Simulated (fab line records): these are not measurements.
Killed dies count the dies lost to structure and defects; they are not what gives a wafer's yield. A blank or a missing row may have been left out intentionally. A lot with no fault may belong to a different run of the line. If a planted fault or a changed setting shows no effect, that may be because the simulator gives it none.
Chamber matching / flow sky130 / SKY_LI_CONTACT_ETCH_14 on rie diel-04: 4 sister chambers
The step etches BARC in N2/H2, stops on SiO2, time 45.9 s, target depth 60 nm. 14 wafers are shown with their chamber, then 7 later ones without.

WAFERS PAIRED WITH THEIR CHAMBERS
wafer=L540.1; chamber=3; drypump motor current A (A)=5.3; oes product au (a.u.)=0.856; throttle valve pct (%)=13.209
wafer=L540.3; chamber=0; drypump motor current A (A)=5.7; oes product au (a.u.)=0.849; throttle valve pct (%)=13.216
wafer=L540.6; chamber=2; drypump motor current A (A)=5.4; oes product au (a.u.)=0.850; throttle valve pct (%)=13.227
wafer=L543.1; chamber=2; drypump motor current A (A)=5.4; oes product au (a.u.)=0.858; throttle valve pct (%)=13.215
wafer=L543.2; chamber=3; drypump motor current A (A)=5.3; oes product au (a.u.)=0.853; throttle valve pct (%)=13.222
wafer=L543.3; chamber=1; drypump motor current A (A)=4.9; oes product au (a.u.)=0.848; throttle valve pct (%)=13.237
wafer=L546.2; chamber=3; drypump motor current A (A)=5.3; oes product au (a.u.)=0.856; throttle valve pct (%)=13.216
wafer=L546.4; chamber=1; drypump motor current A (A)=4.9; oes product au (a.u.)=0.848; throttle valve pct (%)=13.212
wafer=L546.6; chamber=2; drypump motor current A (A)=5.4; oes product au (a.u.)=0.858; throttle valve pct (%)=13.215
wafer=L550.1; chamber=0; drypump motor current A (A)=5.8; oes product au (a.u.)=0.855; throttle valve pct (%)=13.224
wafer=L550.5; chamber=1; drypump motor current A (A)=4.9; oes product au (a.u.)=0.853; throttle valve pct (%)=13.226
wafer=L550.6; chamber=0; drypump motor current A (A)=5.8; oes product au (a.u.)=0.853; throttle valve pct (%)=13.243
wafer=L556.1; chamber=3; drypump motor current A (A)=5.3; oes product au (a.u.)=0.857; throttle valve pct (%)=13.218
wafer=L556.2; chamber=0; drypump motor current A (A)=5.8; oes product au (a.u.)=0.854; throttle valve pct (%)=13.218

SIGNATURES (means of the wafers above)
reading=drypump motor current A; chamber 0=5.775; chamber 1=4.900; chamber 2=5.400; chamber 3=5.300; scatter within a chamber=0.0274
reading=oes product au; chamber 0=0.85275; chamber 1=0.84967; chamber 2=0.85533; chamber 3=0.85550; scatter within a chamber=0.00298
reading=throttle valve pct; chamber 0=13.22525; chamber 1=13.22500; chamber 2=13.21900; chamber 3=13.21625; scatter within a chamber=0.00976
Rule: for a wafer and a chamber, the distance is found by dividing, reading by reading, the gap between the wafer's reading and the chamber's mean by the reading's scatter, squaring, summing and taking the root. If the next closest chamber is less than 2 further off than the closest, the wafer can't be placed; otherwise it belongs to the closest. The scatter: take each reading less its chamber's mean, square it, sum over the shown wafers, divide by the number of wafers less the number of chambers, and take the root.

WAFERS MISSING THEIR CHAMBER
wafer=L556.6; drypump motor current A (A)=5.3; oes product au (a.u.)=0.853; throttle valve pct (%)=13.213
wafer=L560.1; drypump motor current A (A)=5.4; oes product au (a.u.)=0.865; throttle valve pct (%)=13.224
wafer=L560.2; drypump motor current A (A)=4.9; oes product au (a.u.)=0.850; throttle valve pct (%)=13.221
wafer=L560.6; drypump motor current A (A)=5.4; oes product au (a.u.)=0.854; throttle valve pct (%)=13.221
wafer=L562.1; drypump motor current A (A)=5.3; oes product au (a.u.)=0.858; throttle valve pct (%)=13.224
wafer=L562.3; drypump motor current A (A)=5.4; oes product au (a.u.)=0.848; throttle valve pct (%)=13.219
wafer=L562.6; drypump motor current A (A)=5.8; oes product au (a.u.)=0.854; throttle valve pct (%)=13.217

WHICH CHAMBER EACH ONE RAN IN
wafer=L556.6; from the rows above=3; in truth=3
wafer=L560.1; from the rows above=can't be placed: 2 or 3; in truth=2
wafer=L560.2; from the rows above=1; in truth=1
wafer=L560.6; from the rows above=2; in truth=2
wafer=L562.1; from the rows above=3; in truth=3
wafer=L562.3; from the rows above=can't be placed: 2 or 3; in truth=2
wafer=L562.6; from the rows above=0; in truth=0
Placed correctly: 5 of 7. From these rows, 2 cannot be placed; in 2 the true chamber is one of the candidates. 0 placed wrongly.
